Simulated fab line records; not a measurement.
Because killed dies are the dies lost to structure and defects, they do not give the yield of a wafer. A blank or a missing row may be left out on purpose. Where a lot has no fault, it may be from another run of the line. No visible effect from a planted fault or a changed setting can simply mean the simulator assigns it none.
8D (eight disciplines) problem report, filled in by code	flow gf180mcu	the parts of the form that need people (team, actions taken, sign-off) are left out

1. PROBLEM STATEMENT
Mean of run length s at GF_HV_LDD_SOFTBAKE_27: 91.06 s across 6 wafers in 2 lots; on wafers with no fault it is 88.99 s (standard deviation 0.11). That is +19 standard deviations from the usual mean.
The step: time 60 s.
First observed at day 12 11:10: wafer L273.1, on litho track-03. At this step, 42 wafers from 14 lots have a number in the record. The rule behind "out" and "out of limits": a value lying over 4 standard deviations away from the usual mean. The other wafers with a number count as sound.

2. WHAT IT IS AND WHAT IT IS NOT
question	is	is not
which readings at this step	run length s	-
which lots	L273, L277	L269, L270, L272, L274, L282, L283, L284, L287, L288, L290, L291, L292
which wafers of those lots	all that have a number	-
read on which tools	litho track-03	litho track-02, litho track-04
when	from day 12 11:10	up to then (9 sound wafers); but 27 sound wafers of L274, L282, L283, L284, L287, L288, L290, L291, L292 came after

3. WHAT RULES OUT EACH SUSPECT
Counting: any tool at a process step up to the reading is kept as a suspect provided that every lot that is out went through it and no sound lot did after the first of them.
- litho track-03 at GF_HV_LDD_SOFTBAKE_27 (time 60 s): ruled out as a lasting fault. The sound lots L288, L290, L291, L292 went through it after L273, its earliest lot that is out (day 12 11:10).
Left after counting: nothing in the record.

4. THE CAUSE (what the simulator had put in)
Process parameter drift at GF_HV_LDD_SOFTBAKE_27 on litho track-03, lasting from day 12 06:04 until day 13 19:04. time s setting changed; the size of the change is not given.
Counting ruled it out, wrongly.

5. THE CHAIN OF EFFECTS, in route order
Rows list readings where the struck wafers' mean (over those with a number) sits beyond 3 standard deviations from the usual. Only readings for which the record gives a usual standard deviation are gone through. hours: the time from each lot's start at the first step in this table that gives one to its start at this step, as a median over the lots. sigmas: the change in usual standard deviations.
hours	step	reading	usual	on struck wafers	change	sigmas
0	GF_HV_LDD_SOFTBAKE_27	run length s	88.99 s	91.06	+2.08	+19
Here are the process steps it includes:
- GF_HV_LDD_SOFTBAKE_27: time 60 s.

6. WHAT WOULD HAVE CAUGHT IT SOONER
In this record no reading fell out of limits until day 12 11:10, 5 hours after the fault had begun at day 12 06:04.
